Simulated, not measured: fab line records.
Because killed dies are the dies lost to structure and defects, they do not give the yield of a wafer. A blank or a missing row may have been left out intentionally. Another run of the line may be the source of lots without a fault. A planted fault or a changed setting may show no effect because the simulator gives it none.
What tool caused it?    flow sky130    Sampling: 14 lots, 42 wafers, 3 of 708 route steps

WHAT EACH GAUGE READ, for each wafer
SKY_VT_ADJUST_NCORE_TW_MEAS_11.
lot   measured      on             VT_ADJUST_NCORE_TW
L900  day 8 16:21   film metro-01  218.5 219.8 220.4
L902  day 9 09:59   film metro-01  219.3 218.8 218.7
L904  day 9 21:03   film metro-02  221.9 222.4 221.0
L905  day 10 03:55  film metro-02  222.5 219.8 221.3
L906  day 10 09:56  film metro-02  220.2 220.5 220.9
L907  day 10 15:37  film metro-01  220.3 221.9 221.7
L908  day 11 08:43  film metro-02  220.2 219.6 217.7
L909  day 11 11:10  film metro-01  220.9 219.5 219.7
L912  day 12 08:18  film metro-04  220.4 220.4 219.3
L913  day 12 16:59  film metro-01  220.1 220.4 218.9
L919  day 14 13:44  film metro-01  219.8 219.6 218.9
L921  day 15 05:44  film metro-04  218.7 220.2 220.7
L922  day 15 12:56  film metro-02  219.8 219.0 220.5
L923  day 15 19:20  film metro-02  218.5 218.8 220.6

SKY_SONOS_ONO_CD_MEAS_13 targets a cd of 410 nm.
lot   measured      on         cd nm (nm)
L900  day 12 21:26  cd sem-01  410.1 409.0 410.2
L902  day 13 18:20  cd sem-01  415.3 411.9 412.4
L904  day 14 07:40  cd sem-02  412.1 414.1 415.2
L905  day 14 14:15  cd sem-01  412.6 414.6 411.6
L906  day 14 23:43  cd sem-01  404.6 407.1 404.6
L907  day 15 02:28  cd sem-01  413.5 411.0 412.0
L908  day 16 03:27  cd sem-02  409.9 410.4 410.2
L909  day 16 03:08  cd sem-02  410.0 411.5 411.4
L912  day 17 19:10  cd sem-02  407.2 407.2 407.0
L913  day 17 19:32  cd sem-02  411.6 412.3 411.0
L919  day 19 15:39  cd sem-02  410.3 409.4 408.5
L921  day 20 09:04  cd sem-01  409.4 407.5 408.1
L922  day 20 17:13  cd sem-01  408.9 407.6 410.7
L923  day 20 22:31  cd sem-01  411.3 409.4 410.4

SKY_RES_PROTECT_TW_MEAS_08.
lot   measured      on             POLY_GATE_TW
L900  day 15 10:21  film metro-03  4000 4024 3988
L902  day 16 15:13  film metro-02  4080 4058 4046
L904  day 16 21:23  film metro-02  4054 4073 4076
L905  day 17 05:22  film metro-02  4046 4055 4038
L906  day 17 15:35  film metro-03  4003 3992 3961
L907  day 17 17:55  film metro-03  4002 3990 3996
L908  day 18 19:52  film metro-02  4032 4019 4048
L909  day 18 19:43  film metro-04  4056 4071 4078
L912  day 20 13:02  film metro-02  4081 4061 4050
L913  day 20 14:55  film metro-02  4066 4026 4049
L919  day 22 08:38  film metro-03  4031 4031 4023
L921  day 23 04:35  film metro-03  4052 4045 4045
L922  day 23 12:40  film metro-04  4065 4064 4078
L923  day 23 16:08  film metro-02  4065 4089 4044

WHAT TOOL EACH LOT RAN ON (gives the tool, then ch and the chambers of the sampled wafers, and finally the start)
Before these readings, the record contains no process step.

AS READ BY THE TOOLS THEMSELVES (means over the sampled wafers that have a number; for cases with no such wafer, the mark the record gives instead)
The record holds no such reading with a usual standard deviation.

THE ANSWER, worked out from the rows above alone
Rule: what is usual is taken from the lots themselves. Put in order of their means at a reading, lots are off if they are a third of the lots or fewer, leave a main group of 4 or more, and stand apart from it by a gap of 3 or more times the standard deviation of the main group's means; of several such gaps the widest counts. The tables above print the reading to a certain number of digits; a main group whose means all agree to those digits is not used. A lot without any number at a reading at which 4 lots or more have one is off too. Where the step has rows for the other lots, those lots are counted as sound. The gauges are gone through in route order, then the tools' own readings, and for those a lot's mean is taken as printed above. At the first step where some lot is off, the reading lying furthest off is the one used; lots without a number count as furthest.
No lot is off at any reading shown: from this, nothing can be told.

WHAT HAD BEEN PUT IN BY THE SIMULATOR
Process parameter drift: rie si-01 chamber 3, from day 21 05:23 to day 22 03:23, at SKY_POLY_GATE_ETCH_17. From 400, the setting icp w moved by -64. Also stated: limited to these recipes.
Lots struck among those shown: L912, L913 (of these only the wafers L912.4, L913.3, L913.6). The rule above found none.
